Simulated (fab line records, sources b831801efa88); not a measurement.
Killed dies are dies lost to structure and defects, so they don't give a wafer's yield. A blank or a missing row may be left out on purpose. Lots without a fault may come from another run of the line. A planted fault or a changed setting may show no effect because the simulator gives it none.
fab line records | flow gf180mcu
record lots=5 wafers=15 last_day=34
route steps=602 shown V4@489 MIM@503
lots that met no fault: from a run of the same line without faults
start_h: hours from the record's first day to the start of the lot's first wafer shown | wait_h: hours since the lot's step before | " the same as in the row above | L1.1+2: a row that stands for several wafers | - no value, or no start given | * or withheld: withheld | < > ~ a bound
route shown NAME@n: a module of which the file shows steps, and the number in the route of the first | usual: mean/standard deviation of fault-free wafers | same: alike in all rows | chamber/n: place in a boat | sites: the reading at each site | _std_site: their standard deviation | _edge_site: outer sites' mean less inner sites' | radius_mm: how far each site lies from the wafer's centre | mask NAME#n: copy n | behind: the tool/chamber that last shaped the wafer | hold: why the lot was held/for how many hours/how that ended | device: the transistor (n, p or np) that didn't switch | end of line: the same wafers' tests at the end of the route | a step without rows: its recipe alone | killed: dies lost to structure and defects at the first sort, not the wafer's yield | map: a wafer's dies, x killed, . not, _ none there
set.NAME: the setting as run; set.NAME@STEP: as run at that earlier step | model.NAME: the simulator's own value behind a step, which no gauge read
lots at some steps of the route; a table a step, a row a wafer
services: from which hour (start_h, from the record's first day; less than 0 if before it) a tool's chamber was out of use, for how many hours, and why
## steps
# step GF_V4_DEVELOP_13
# recipe develop_time_s=60 resist=KrF dev_temp_c=21
# usual chill_plate_temp_C=23.00/0.1
# columns lot.wafer tool chamber start_h wait_h chill_plate_temp_C
L075.4 litho_track-03 0 572.51 0.1 23.03
L075.5 " 0 " " 22.88
L075.6 " 0 " " 22.99
L088.1 litho_track-02 0 688.11 0.2 23.06
L088.2 " 0 " " 23.07
L088.3 " 0 " " 23.04
L089.2 litho_track-01 0 688.47 0.2 23.24
L089.3 " 0 " " 23.17
L089.5 " 0 " " 23.20
L092.1 litho_track-01 0 703.95 0.2 22.99
L092.3 " 0 " " 23.03
L092.5 " 0 " " 23.08
L095.4 litho_track-03 0 721.41 0.1 23.13
L095.5 " 0 " " 22.99
L095.6 " 0 " " 23.09
# step GF_V4_CD_MEAS_14
# recipe target_cd_nm=260
# usual cd_nm=260.3/1.2
# columns lot.wafer tool chamber start_h wait_h cd_nm
L075.4 cd_sem-02 - 572.64 0.1 261.2
L075.5 " - " " 261.7
L075.6 " - " " 261.2
L088.1 cd_sem-01 - 688.34 0.2 260.3
L088.2 " - " " 262.0
L088.3 " - " " 260.7
L089.2 cd_sem-01 - 688.70 0.2 259.3
L089.3 " - " " 258.7
L089.5 " - " " 259.7
L092.1 cd_sem-02 - 704.10 0.1 261.9
L092.3 " - " " 262.3
L092.5 " - " " 261.5
L095.4 cd_sem-01 - 721.54 0.1 259.9
L095.5 " - " " 259.0
L095.6 " - " " 259.4
# step GF_V4_OVL_MEAS_15
# usual V4_OVL=2/4.8
# columns lot.wafer tool chamber start_h wait_h V4_OVL[nm]
L075.4 overlay-02 - 572.72 0.1 0
L075.5 " - " " 7
L075.6 " - " " -5
L088.1 overlay-01 - 688.46 0.1 -4
L088.2 " - " " -2
L088.3 " - " " -4
L089.2 overlay-01 - 688.80 0.1 -7
L089.3 " - " " -3
L089.5 " - " " 2
L092.1 overlay-02 - 704.22 0.1 6
L092.3 " - " " -2
L092.5 " - " " 3
L095.4 overlay-01 - 721.62 0.1 -5
L095.5 " - " " 2
L095.6 " - " " -4
# step GF_V4_ETCH_16
# recipe chemistry=N2/H2 target_depth_a=withheld overetch_a=withheld time_s=withheld target=BARC ion_energy_ev=200 source_w=500 bias_w=100 pressure_mtorr=30 n2_flow_sccm=100 h2_flow_sccm=200
# usual drypump_motor_current_A=5.7/0.41 oes_product_au=0.856/0.005 throttle_valve_pct=13.226/0.0086
# columns lot.wafer tool chamber start_h wait_h drypump_motor_current_A oes_product_au throttle_valve_pct
L075.4 rie_diel-04 1 572.74 0.0 5.7 0.862 13.230
L075.5 " 3 " " 4.9 0.853 13.233
L075.6 " 0 " " 5.6 0.846 13.218
L088.1 rie_diel-01 1 688.50 0.0 5.8 0.854 13.224
L088.2 " 0 " " 5.2 0.866 13.224
L088.3 " 3 " " 5.8 0.853 13.226
L089.2 rie_diel-04 0 688.83 0.0 5.5 0.857 13.236
L089.3 " 2 " " 6.0 0.858 13.227
L089.5 " 2 " " 6.0 0.863 13.230
L092.1 rie_diel-03 0 704.25 0.0 6.3 0.857 13.230
L092.3 " 3 " " 5.4 0.858 13.219
L092.5 " 0 " " 6.3 0.854 13.244
L095.4 rie_diel-04 3 721.64 0.0 4.9 0.865 13.232
L095.5 " 1 " " 5.6 0.852 13.234
L095.6 " 2 " " 6.0 0.855 13.217
# step GF_V4_ETCH_17
# recipe chemistry=C4F8/O2/Ar mask_material=KrF target=SiO2 stop_on=TiN source_w=1500 bias_w=1200 pressure_mtorr=40 c4f8_flow_sccm=withheld O2_flow_sccm=6 Ar_flow_sccm=300 time_s=withheld target_depth_a=6300
# usual oes_product_au=0.856/0.0046
# columns lot.wafer tool chamber start_h wait_h oes_product_au
L075.4 rie_diel-04 1 - - 0.850
L075.5 " 3 " " 0.860
L075.6 " 0 " " 0.857
L088.1 rie_diel-01 1 - - 0.861
L088.2 " 0 " " 0.856
L088.3 " 3 " " 0.858
L089.2 rie_diel-04 0 - - 0.852
L089.3 " 2 " " 0.855
L089.5 " 2 " " 0.855
L092.1 rie_diel-03 0 - - 0.851
L092.3 " 3 " " 0.855
L092.5 " 0 " " 0.854
L095.4 rie_diel-04 3 - - 0.856
L095.5 " 1 " " 0.845
L095.6 " 2 " " 0.854
# step GF_V4_STRIP_18
# recipe chemistry=O2/N2 power_w=1400 pressure_mtorr=1500 platen_temp_c=250 o2_flow_sccm=3000 n2_flow_sccm=300 overash_fraction=0.5
# usual drypump_motor_current_A=5.7/0.55 heater_power_w=351/33 oes_product_au=0.594/0.0046 platen_temp_c=250.00/0.17
# columns lot.wafer tool chamber start_h wait_h drypump_motor_current_A heater_power_w oes_product_au platen_temp_c rf_hours_counter_h
L075.4 plasma_asher-01 1 572.90 - 5.5 318 0.585 250.27 -
L075.5 " 0 " " 5.7 380 0.596 250.05 -
L075.6 " 1 " " 5.5 323 0.595 250.05 -
L088.1 plasma_asher-02 1 688.62 - 6.4 357 0.599 249.80 61
L088.2 " 0 " " 6.3 307 0.592 249.79 61
L088.3 " 0 " " 6.3 307 0.591 249.65 -
L089.2 plasma_asher-01 1 688.96 - 5.5 317 0.592 250.35 30
L089.3 " 1 " " 5.5 316 0.596 249.92 -
L089.5 " 0 " " 5.7 378 0.586 249.96 -
L092.1 plasma_asher-03 0 704.38 - 4.8 406 0.585 250.01 90
L092.3 " 1 " " 4.8 371 0.588 249.79 -
L092.5 " 1 " " 4.8 372 0.591 249.86 -
L095.4 plasma_asher-02 0 721.80 - 6.3 307 0.585 250.21 -
L095.5 " 0 " " 6.3 308 0.589 250.20 -
L095.6 " 1 " " 6.4 351 0.595 250.07 -
# step GF_V4_STRIP_19
# recipe chemistry=post_etch_residue_remover time_s=1200 temp_c=72.5
# columns lot.wafer tool chamber start_h wait_h
L075.4+5+6 wet_bench-03 0 572.97 0.0
L088.1+2+3 wet_bench-02 0 688.72 0.1
L089.2+3+5 wet_bench-03 3 689.06 0.1
L092.1+3+5 wet_bench-01 3 704.48 0.1
L095.4+5+6 wet_bench-01 0 721.87 0.0
# step GF_V4_CLEAN_20
# recipe chemistry=DIW dry=n2_spin
# columns lot.wafer tool chamber start_h wait_h
L075.4+5+6 wet_bench-02 0 573.31 0.0
L088.1+2+3 wet_bench-01 1 689.10 0.0
L089.2+3+5 wet_bench-02 2 689.47 0.0
L092.1+3+5 wet_bench-02 3 704.82 0.0
L095.4+5+6 wet_bench-02 3 722.21 0.0
# step GF_V4_SPUTTER_21
# recipe material=Ti target_thk_nm=15 chamber_pressure_pa=5 power_w=2500 substrate_temp_c=200 time_s=80.02
# usual cathode_dc_power_W=2500.0/0.45 substrate_temp_c=199.99/0.17 throttle_valve_pct=30.6/1.2
# columns lot.wafer tool chamber start_h wait_h cathode_dc_power_W substrate_temp_c throttle_valve_pct
L075.4 pvd_sputter-01 - 573.40 0.0 2499.9 200.04 30.8
L075.5 " - " " 2500.7 199.83 30.8
L075.6 " - " " 2500.4 200.13 30.9
L088.1 pvd_sputter-03 - 689.20 0.0 2500.0 200.22 31.6
L088.2 " - " " 2500.2 199.94 31.6
L088.3 " - " " 2499.8 200.14 32.0
L089.2 pvd_sputter-03 - 689.57 0.0 2499.4 200.16 31.5
L089.3 " - " " 2500.6 199.98 32.1
L089.5 " - " " 2499.2 200.03 31.7
L092.1 pvd_sputter-04 - 704.92 0.0 2499.9 199.92 30.1
L092.3 " - " " 2499.3 200.33 31.2
L092.5 " - " " 2500.1 199.87 27.5
L095.4 pvd_sputter-04 - 722.30 0.0 2500.6 200.00 28.0
L095.5 " - " " 2499.7 199.91 29.0
L095.6 " - " " 2500.1 199.92 30.3
# step GF_V4_SPUTTER_22
# recipe material=TiN target_thk_nm=10 chamber_pressure_pa=5 power_w=4000 time_s=40
# usual cathode_dc_power_W=3999.9/0.73 throttle_valve_pct=30.6/1.2
# columns lot.wafer tool chamber start_h wait_h cathode_dc_power_W throttle_valve_pct
L075.4 pvd_sputter-01 - 573.46 0.0 4000.7 30.7
L075.5 " - " " 4000.3 30.7
L075.6 " - " " 4000.6 30.5
L088.1 pvd_sputter-03 - 689.26 0.0 3998.7 31.7
L088.2 " - " " 3999.7 31.5
L088.3 " - " " 4000.0 31.9
L089.2 pvd_sputter-03 - 689.63 0.0 4001.2 31.4
L089.3 " - " " 4001.4 32.0
L089.5 " - " " 4000.0 31.2
L092.1 pvd_sputter-04 - 704.99 0.0 4000.3 30.2
L092.3 " - " " 3999.8 30.9
L092.5 " - " " 3999.7 27.8
L095.4 pvd_sputter-04 - 722.36 0.0 3999.7 27.9
L095.5 " - " " 4000.0 28.9
L095.6 " - " " 3999.6 30.4
# step GF_V4_CVD_23
# recipe material=W target_thk_nm=350 time_s=104.9 temp_c=400 pressure_torr=40
# usual heater_power_outer_w=511/45 heater_power_w=833/99
# columns lot.wafer tool chamber start_h wait_h heater_power_outer_w heater_power_w
L075.4 cvd_w-01 1 573.54 0.1 521 847
L075.5 " 1 " " 518 838
L075.6 " 0 " " 524 808
L088.1 cvd_w-02 0 689.30 0.0 435 689
L088.2 " 1 " " 569 966
L088.3 " 1 " " 560 974
L089.2 cvd_w-01 0 689.67 0.0 538 824
L089.3 " 0 " " 527 825
L089.5 " 1 " " 525 846
L092.1 cvd_w-01 0 705.02 0.0 514 817
L092.3 " 1 " " 521 868
L092.5 " 1 " " 512 849
L095.4 cvd_w-02 1 722.44 0.1 568 1002
L095.5 " 0 " " 441 692
L095.6 " 1 " " 556 956
# step GF_V4_RS_MEAS_24
# recipe thk_meas_gauge=four-point-probe reads=W_of_V4_CVD_23+TiN_of_V4_SPUTTER_22+Ti_of_V4_SPUTTER_21
# usual V4_W_RS=0.326/0.0036
# columns lot.wafer tool chamber start_h wait_h V4_W_RS[ohm/sq]
L075.4 film_metro-04 - 573.67 0.1 0.331
L075.5 " - " " 0.333
L075.6 " - " " 0.324
L088.1 film_metro-02 - 689.41 0.1 0.327
L088.2 " - " " 0.329
L088.3 " - " " 0.323
L089.2 film_metro-04 - 689.80 0.1 0.326
L089.3 " - " " 0.327
L089.5 " - " " 0.329
L092.1 film_metro-04 - 705.14 0.1 0.329
L092.3 " - " " 0.329
L092.5 " - " " 0.328
L095.4 film_metro-01 - 722.57 0.1 0.319
L095.5 " - " " 0.319
L095.6 " - " " 0.322
# step GF_V4_THK_MEAS_25
# recipe thk_meas_gauge=xrf reads=W_of_V4_CVD_23
# usual V4_W_THK=346/5.1
# columns lot.wafer tool chamber start_h wait_h V4_W_THK[nm]
L075.4 film_metro-04 - 573.76 0.1 339
L075.5 " - " " 337
L075.6 " - " " 348
L088.1 film_metro-02 - 689.53 0.1 344
L088.2 " - " " 339
L088.3 " - " " 346
L089.2 film_metro-04 - 689.91 0.1 349
L089.3 " - " " 346
L089.5 " - " " 343
L092.1 film_metro-04 - 705.26 0.1 340
L092.3 " - " " 339
L092.5 " - " " 340
L095.4 film_metro-01 - 722.66 0.1 352
L095.5 " - " " 352
L095.6 " - " " 350
# step GF_V4_CMP_26
# recipe stop_on=SiO2 down_force_psi=3.5 platen_rpm=60 t_overpolish_s=15 target_thk_nm=0 pad_velocity_m_s=0.94248
# usual head_pressure_psi=3.502/0.0083 motor_current_A=11.3/1.9 overpolish_run_s=15.000/0.0087 slurry_filter_dp_kPa=13.52/0.14 slurry_flow_ml_min=150.0/0.46 time_to_endpoint_s=86/4.2
# columns lot.wafer tool chamber start_h wait_h head_pressure_psi motor_current_A overpolish_run_s slurry_filter_dp_kPa slurry_flow_ml_min time_to_endpoint_s
L075.4 cmp-01 3 573.79 0.0 3.488 9.4 15.010 13.54 150.9 89
L075.5 " 3 " " 3.507 9.2 14.987 13.46 150.6 87
L075.6 " 0 " " 3.499 12.6 15.000 13.40 151.1 91
L088.2 cmp-02 1 689.59 0.0 3.488 12.8 15.009 13.51 149.4 88
L088.1 " 3 " " 3.513 9.0 15.000 13.39 149.6 82
L088.3 " 0 " " 3.496 14.2 15.002 13.47 149.5 84
L089.3 cmp-01 0 690.06 0.1 3.496 12.6 15.009 13.80 149.6 90
L089.2 " 1 " " 3.501 11.4 14.992 13.64 149.6 83
L089.5 " 2 " " 3.484 9.2 14.999 13.61 149.6 86
L092.1 cmp-02 2 705.32 0.1 3.488 10.2 14.993 13.53 150.2 93
L092.3 " 0 " " 3.498 15.1 15.015 13.50 150.0 86
L092.5 " 3 " " 3.502 9.3 15.004 13.78 149.7 86
L095.4 cmp-02 1 722.79 0.1 3.494 12.9 14.995 13.55 149.4 91
L095.6 " 3 " " 3.497 9.2 14.997 13.47 149.8 84
L095.5 " 0 " " 3.503 14.2 14.996 13.57 149.9 87
# step GF_MIM_SPUTTER_00
# recipe material=Ti target_thk_nm=37.5 arriving_ion_energy_ev=80 substrate_temp_c=200 chamber_pressure_pa=2 power_w=4000 time_s=150
# usual cathode_dc_power_W=4000.0/0.75 substrate_temp_c=200.02/0.17 throttle_valve_pct=30.1/1.3
# columns lot.wafer tool chamber start_h wait_h cathode_dc_power_W substrate_temp_c throttle_valve_pct
L075.4 pvd_sputter-03 - 574.09 0.2 4000.2 199.66 31.6
L075.5 " - " " 3999.6 200.17 31.2
L075.6 " - " " 4000.6 199.89 31.5
L088.1 pvd_sputter-03 - 689.90 0.2 4000.0 199.96 32.1
L088.2 " - " " 3999.8 199.77 31.7
L088.3 " - " " 4000.5 199.97 31.7
L089.2 pvd_sputter-04 - 690.26 0.1 4000.4 199.91 27.7
L089.3 " - " " 4000.2 200.09 31.0
L089.5 " - " " 3999.5 200.19 28.0
L092.1 pvd_sputter-03 - 705.64 0.3 3999.2 200.08 29.6
L092.3 " - " " 4000.0 200.09 31.7
L092.5 " - " " 4001.3 199.99 29.9
L095.4 pvd_sputter-02 - 722.99 0.1 4000.6 199.86 30.3
L095.5 " - " " 3999.6 199.97 29.8
L095.6 " - " " 4000.3 200.02 30.0
# step GF_MIM_SPUTTER_01
# recipe material=TiN target_thk_nm=30 power_w=6500 time_s=25 chamber_pressure_pa=0.4
# usual cathode_dc_power_W=6500.1/1.1 throttle_valve_pct=30.1/1.3
# columns lot.wafer tool chamber start_h wait_h cathode_dc_power_W throttle_valve_pct
L075.4 pvd_sputter-03 - 574.19 0.1 6500.2 31.8
L075.5 " - " " 6499.5 31.6
L075.6 " - " " 6501.2 31.6
L088.1 pvd_sputter-03 - 690.00 0.1 6499.7 32.3
L088.2 " - " " 6498.5 31.5
L088.3 " - " " 6500.3 31.7
L089.2 pvd_sputter-04 - 690.36 0.1 6499.0 27.7
L089.3 " - " " 6500.5 31.0
L089.5 " - " " 6499.9 27.7
L092.1 pvd_sputter-03 - 705.74 0.1 6499.2 29.7
L092.3 " - " " 6500.9 32.3
L092.5 " - " " 6497.8 29.9
L095.4 pvd_sputter-02 - 723.09 0.1 6500.0 30.4
L095.5 " - " " 6501.3 29.9
L095.6 " - " " 6501.2 30.1
# step GF_MIM_SPUTTER_02
# recipe material=AlCu target_thk_nm=450 power_w=10600 time_s=23.9 chamber_pressure_pa=0.4
# usual cathode_dc_power_W=10600/1.8 throttle_valve_pct=30.1/1.3
# columns lot.wafer tool chamber start_h wait_h cathode_dc_power_W throttle_valve_pct
L075.4 pvd_sputter-03 - 574.22 0.0 10596 31.7
L075.5 " - " " 10602 31.4
L075.6 " - " " 10598 31.8
L088.1 pvd_sputter-03 - 690.03 0.0 10602 32.0
L088.2 " - " " 10599 31.5
L088.3 " - " " 10601 31.6
L089.2 pvd_sputter-04 - 690.39 0.0 10599 27.5
L089.3 " - " " 10600 31.1
L089.5 " - " " 10599 28.0
L092.1 pvd_sputter-03 - 705.77 0.0 10600 30.1
L092.3 " - " " 10595 32.0
L092.5 " - " " 10601 29.8
L095.4 pvd_sputter-02 - 723.12 0.0 10599 30.2
L095.5 " - " " 10599 30.0
L095.6 " - " " 10599 30.2
# step GF_MIM_SPUTTER_03
# recipe material=Ti target_thk_nm=10 substrate_temp_c=300 chamber_pressure_pa=0.3 power_w=3000 time_s=6.7
# usual cathode_dc_power_W=3000.0/0.54 substrate_temp_c=300.01/0.21 throttle_valve_pct=30.1/1.3
# columns lot.wafer tool chamber start_h wait_h cathode_dc_power_W substrate_temp_c throttle_valve_pct
L075.4 pvd_sputter-03 - 574.25 0.0 2999.8 300.00 31.4
L075.5 " - " " 2999.7 299.82 31.6
L075.6 " - " " 3000.6 300.15 31.5
L088.1 pvd_sputter-03 - 690.06 0.0 3000.8 300.02 32.1
L088.2 " - " " 2999.0 299.58 31.4
L088.3 " - " " 2999.7 299.76 31.6
L089.2 pvd_sputter-04 - 690.42 0.0 2999.6 300.20 27.5
L089.3 " - " " 2999.8 299.57 31.3
L089.5 " - " " 3000.3 300.05 28.0
L092.1 pvd_sputter-03 - 705.80 0.0 3000.8 299.96 29.7
L092.3 " - " " 3000.3 300.16 31.9
L092.5 " - " " 2999.5 300.07 29.8
L095.4 pvd_sputter-02 - 723.15 0.0 3000.4 299.75 30.4
L095.5 " - " " 2999.4 299.96 29.9
L095.6 " - " " 3000.3 299.88 30.0
# step GF_MIM_SPUTTER_04
# recipe material=TiN target_thk_nm=50 power_w=6500 time_s=41.7 chamber_pressure_pa=0.4
# usual cathode_dc_power_W=6500.2/1.3 throttle_valve_pct=30.0/1.3
# columns lot.wafer tool chamber start_h wait_h cathode_dc_power_W throttle_valve_pct
L075.4 pvd_sputter-03 - 574.27 0.0 6500.4 31.5
L075.5 " - " " 6500.5 31.5
L075.6 " - " " 6498.5 31.7
L088.1 pvd_sputter-03 - 690.08 0.0 6500.6 32.0
L088.2 " - " " 6500.1 31.4
L088.3 " - " " 6501.3 31.6
L089.2 pvd_sputter-04 - 690.44 0.0 6500.5 27.8
L089.3 " - " " 6500.7 30.9
L089.5 " - " " 6499.9 27.9
L092.1 pvd_sputter-03 - 705.82 0.0 6500.3 29.7
L092.3 " - " " 6499.2 32.1
L092.5 " - " " 6500.4 29.8
L095.4 pvd_sputter-02 - 723.17 0.0 6503.3 30.3
L095.5 " - " " 6501.4 30.0
L095.6 " - " " 6499.5 30.2
# step GF_MIM_CVD_05
# recipe material=Si3N4 target_thk_nm=42 temp_max_c=400 temp_c=385 time_s=29.086 rf_w=450
# usual heater_power_outer_w=326/45 heater_power_w=570/75
# columns lot.wafer tool chamber start_h wait_h heater_power_outer_w heater_power_w
L075.4 pecvd-02 0 574.33 0.0 385 675
L075.5 " 2 " " 254 486
L075.6 " 1 " " 374 677
L088.1 pecvd-01 2 690.12 0.0 341 675
L088.2 " 1 " " 255 454
L088.3 " 0 " " 386 595
L089.2 pecvd-01 2 690.48 0.0 360 683
L089.3 " 0 " " 387 568
L089.5 " 0 " " 382 593
L092.1 pecvd-03 0 705.86 0.0 338 571
L092.3 " 2 " " 319 526
L092.5 " 1 " " 283 514
L095.4 pecvd-01 1 723.23 0.0 316 571
L095.5 " 2 " " 355 687
L095.6 " 0 " " 351 564
# step GF_MIM_THK_MEAS_06
# recipe reads=Si3N4_of_MIM_CVD_05
# usual MIM_CVD_05_THK=41.9/0.55
# columns lot.wafer tool chamber start_h wait_h MIM_CVD_05_THK[nm]
L075.4 film_metro-03 - 574.38 0.0 41.9
L075.5 " - " " 42.5
L075.6 " - " " 41.1
L088.1 film_metro-01 - 690.15 0.0 41.7
L088.2 " - " " 41.1
L088.3 " - " " 41.8
L089.2 film_metro-03 - 690.52 0.0 41.4
L089.3 " - " " 41.8
L089.5 " - " " 42.1
L092.1 film_metro-03 - 705.89 0.0 41.9
L092.3 " - " " 41.7
L092.5 " - " " 41.8
L095.4 film_metro-03 - 723.28 0.0 42.8
L095.5 " - " " 42.3
L095.6 " - " " 42.3
# step GF_MIM_SPUTTER_07
# recipe material=TiN target_thk_nm=60 power_w=6500 time_s=50 chamber_pressure_pa=0.4
# usual cathode_dc_power_W=6499.9/1.3 throttle_valve_pct=29.8/1.3
# columns lot.wafer tool chamber start_h wait_h cathode_dc_power_W throttle_valve_pct
L075.4 pvd_sputter-02 - 574.43 0.0 6501.5 29.5
L075.5 " - " " 6499.5 28.2
L075.6 " - " " 6500.1 29.6
L088.1 pvd_sputter-02 - 690.21 0.1 6500.1 28.3
L088.2 " - " " 6502.2 29.9
L088.3 " - " " 6499.8 29.8
L089.2 pvd_sputter-03 - 690.57 0.0 6499.8 32.3
L089.3 " - " " 6503.0 31.7
L089.5 " - " " 6499.3 29.7
L092.1 pvd_sputter-04 - 705.95 0.1 6500.2 28.7
L092.3 " - " " 6499.5 30.5
L092.5 " - " " 6501.6 31.0
L095.4 pvd_sputter-03 - 723.31 0.0 6498.4 31.8
L095.5 " - " " 6501.0 32.3
L095.6 " - " " 6501.8 30.0
# step GF_MIM_SPUTTER_08
# recipe material=AlCu target_thk_nm=200 power_w=10600 time_s=10.6 chamber_pressure_pa=0.4
# usual cathode_dc_power_W=10600/1.9 throttle_valve_pct=29.8/1.3
# columns lot.wafer tool chamber start_h wait_h cathode_dc_power_W throttle_valve_pct
L075.4 pvd_sputter-02 - 574.46 0.0 10602 29.7
L075.5 " - " " 10600 28.4
L075.6 " - " " 10600 29.9
L088.1 pvd_sputter-02 - 690.26 0.0 10603 28.6
L088.2 " - " " 10603 29.7
L088.3 " - " " 10600 29.7
L089.2 pvd_sputter-03 - 690.62 0.0 10603 32.5
L089.3 " - " " 10598 31.6
L089.5 " - " " 10604 30.0
L092.1 pvd_sputter-04 - 706.00 0.0 10599 28.7
L092.3 " - " " 10598 30.4
L092.5 " - " " 10599 31.2
L095.4 pvd_sputter-03 - 723.35 0.0 10598 31.6
L095.5 " - " " 10600 32.1
L095.6 " - " " 10598 29.9
# step GF_MIM_SPUTTER_09
# recipe material=TiN target_thk_nm=35 power_w=6500 time_s=29.2 chamber_pressure_pa=0.4
# usual cathode_dc_power_W=6500.0/1.1 throttle_valve_pct=29.8/1.3
# columns lot.wafer tool chamber start_h wait_h cathode_dc_power_W throttle_valve_pct
L075.4 pvd_sputter-02 - 574.49 0.0 6498.4 29.8
L075.5 " - " " 6499.5 28.2
L075.6 " - " " 6499.3 29.9
L088.1 pvd_sputter-02 - 690.28 0.0 6499.8 28.2
L088.2 " - " " 6500.7 29.7
L088.3 " - " " 6500.6 29.8
L089.2 pvd_sputter-03 - 690.64 0.0 6498.5 32.1
L089.3 " - " " 6501.1 31.5
L089.5 " - " " 6501.0 29.8
L092.1 pvd_sputter-04 - 706.02 0.0 6499.9 28.5
L092.3 " - " " 6499.8 30.2
L092.5 " - " " 6499.4 31.0
L095.4 pvd_sputter-03 - 723.37 0.0 6499.8 31.6
L095.5 " - " " 6501.8 32.1
L095.6 " - " " 6499.5 30.2
# step GF_MIM_RS_MEAS_10
# recipe thk_meas_gauge=four-point-probe reads=TiN_of_MIM_SPUTTER_09+AlCu_of_MIM_SPUTTER_08+TiN_of_MIM_SPUTTER_07
# usual MIM_ALCU_RS=0.1604/0.0015
# columns lot.wafer tool chamber start_h wait_h MIM_ALCU_RS[ohm/sq]
L075.4 film_metro-03 - 574.57 0.1 0.1617
L075.5 " - " " 0.1617
L075.6 " - " " 0.1604
L088.1 film_metro-04 - 690.31 0.0 0.1618
L088.2 " - " " 0.1584
L088.3 " - " " 0.1587
L089.2 film_metro-04 - 690.69 0.0 0.1618
L089.3 " - " " 0.1626
L089.5 " - " " 0.1614
L092.1 film_metro-01 - 706.05 0.0 0.1585
L092.3 " - " " 0.1584
L092.5 " - " " 0.1601
L095.4 film_metro-04 - 723.47 0.1 0.1608
L095.5 " - " " 0.1624
L095.6 " - " " 0.1614
# step GF_MIM_THK_MEAS_11
# recipe thk_meas_gauge=xrf reads=AlCu_of_MIM_SPUTTER_08
# usual MIM_ALCU_THK=199.7/1.9
# columns lot.wafer tool chamber start_h wait_h MIM_ALCU_THK[nm]
L075.4 film_metro-03 - 574.66 0.1 197.8
L075.5 " - " " 197.8
L075.6 " - " " 199.8
L088.1 film_metro-04 - 690.43 0.1 199.5
L088.2 " - " " 203.1
L088.3 " - " " 204.7
L089.2 film_metro-04 - 690.80 0.1 198.7
L089.3 " - " " 198.3
L089.5 " - " " 199.8
L092.1 film_metro-01 - 706.17 0.1 201.6
L092.3 " - " " 200.9
L092.5 " - " " 200.2
L095.4 film_metro-04 - 723.56 0.1 201.7
L095.5 " - " " 197.9
L095.6 " - " " 200.1
# step GF_MIM_DEHYDRATE_12
# recipe temp_c=200 time_s=60
# usual chill_plate_temp_C=22.99/0.12
# columns lot.wafer tool chamber start_h wait_h chill_plate_temp_C
L075.4 litho_track-02 0 585.23 10.6 23.07
L075.5 " 0 " " 22.93
L075.6 " 0 " " 23.01
L088.1 litho_track-02 0 698.80 8.4 23.24
L088.2 " 0 " " 23.27
L088.3 " 0 " " 23.30
L089.2 litho_track-02 0 699.43 8.6 22.90
L089.3 " 0 " " 22.91
L089.5 " 0 " " 22.89
L092.1 litho_track-02 0 714.85 8.7 22.80
L092.3 " 0 " " 22.82
L092.5 " 0 " " 22.73
L095.4 litho_track-03 0 731.76 8.2 23.05
L095.5 " 0 " " 23.01
L095.6 " 0 " " 22.91
# step GF_MIM_HMDS_13
# recipe prime_time_s=60 prime_temp_c=120
# usual chill_plate_temp_C=22.99/0.11
# columns lot.wafer tool chamber start_h wait_h chill_plate_temp_C
L075.4 litho_track-02 0 585.38 0.1 22.91
L075.5 " 0 " " 22.94
L075.6 " 0 " " 23.03
L088.1 litho_track-02 0 698.95 0.1 22.81
L088.2 " 0 " " 22.88
L088.3 " 0 " " 22.96
L089.2 litho_track-02 0 699.58 0.1 23.01
L089.3 " 0 " " 22.98
L089.5 " 0 " " 22.84
L092.1 litho_track-02 0 715.00 0.1 22.99
L092.3 " 0 " " 23.09
L092.5 " 0 " " 23.03
L095.4 litho_track-03 0 731.91 0.1 22.92
L095.5 " 0 " " 22.98
L095.6 " 0 " " 23.12
# step GF_MIM_COAT_14
# recipe resist=NOVOLAK spin_rpm=3000 resist_thk_nm=1000
# usual chill_plate_temp_C=23.01/0.1
# columns lot.wafer tool chamber start_h wait_h chill_plate_temp_C
L075.4 litho_track-02 0 585.53 0.1 23.02
L075.5 " 0 " " 23.11
L075.6 " 0 " " 23.06
L088.1 litho_track-02 0 699.10 0.1 22.99
L088.2 " 0 " " 22.98
L088.3 " 0 " " 22.96
L089.2 litho_track-02 0 699.73 0.1 23.12
L089.3 " 0 " " 23.05
L089.5 " 0 " " 23.02
L092.1 litho_track-02 0 715.15 0.1 23.00
L092.3 " 0 " " 23.09
L092.5 " 0 " " 23.17
L095.4 litho_track-03 0 732.06 0.1 22.99
L095.5 " 0 " " 22.98
L095.6 " 0 " " 23.08
# step GF_MIM_SOFTBAKE_15
# recipe temp_c=90 time_s=60 resist=NOVOLAK
# usual chill_plate_temp_C=23.01/0.1
# columns lot.wafer tool chamber start_h wait_h chill_plate_temp_C
L075.4 litho_track-02 0 585.68 0.1 23.13
L075.5 " 0 " " 22.94
L075.6 " 0 " " 23.13
L088.1 litho_track-02 0 699.25 0.1 23.10
L088.2 " 0 " " 23.02
L088.3 " 0 " " 22.94
L089.2 litho_track-02 0 699.88 0.1 23.01
L089.3 " 0 " " 23.18
L089.5 " 0 " " 23.08
L092.1 litho_track-02 0 715.30 0.1 23.00
L092.3 " 0 " " 23.10
L092.5 " 0 " " 23.03
L095.4 litho_track-03 0 732.21 0.1 22.83
L095.5 " 0 " " 22.85
L095.6 " 0 " " 23.16
# step GF_MIM_EXPOSE_16
# recipe mask_id=FuseTop target_cd_nm=2000 na=0.6 source_shape=conventional sigma_outer=0.6 dose_mj=140
# columns lot.wafer tool chamber start_h wait_h mask
L075.4+5+6 iline_stepper-02 0 - - FuseTop#0
L088.1+2+3 iline_stepper-02 0 - - FuseTop#0
L089.2+3+5 iline_stepper-02 0 - - FuseTop#0
L092.1+3+5 iline_stepper-01 0 - - FuseTop#0
L095.4+5+6 iline_stepper-01 0 - - FuseTop#0
## services
# columns tool chamber start_h hours kind
pvd_sputter-02 - 549.32 2.9 repair
cmp-02 - 551.10 6.3 pm
cmp-01 - 554.29 1.4 repair
rie_diel-04 - 564.69 2.8 pm
pvd_sputter-04 - 568.94 2.7 repair
cmp-02 - 572.11 4.0 pm
wet_bench-02 - 573.86 4.4 pm
cvd_w-02 - 583.27 0.9 repair
rie_diel-03 3 592.70 6.7 repair
rie_diel-01 0 607.61 5.3 repair
cmp-01 - 608.13 10.2 pm
cvd_w-02 1 609.49 3.5 repair
iline_stepper-02 - 630.68 1.7 pm
cvd_w-01 1 637.14 1.2 repair
rie_diel-04 3 638.67 4.4 repair
iline_stepper-02 - 639.37 1.1 repair
iline_stepper-01 - 642.90 1.7 pm
cmp-02 - 646.99 2.6 repair
pecvd-01 - 648.21 2.8 pm
cmp-01 - 649.85 5.0 pm
rie_diel-01 2 676.49 14.8 repair
cmp-01 - 694.16 1.2 repair
iline_stepper-02 - 712.07 6.0 repair
cmp-02 - 726.75 6.6 pm
## key
fault none
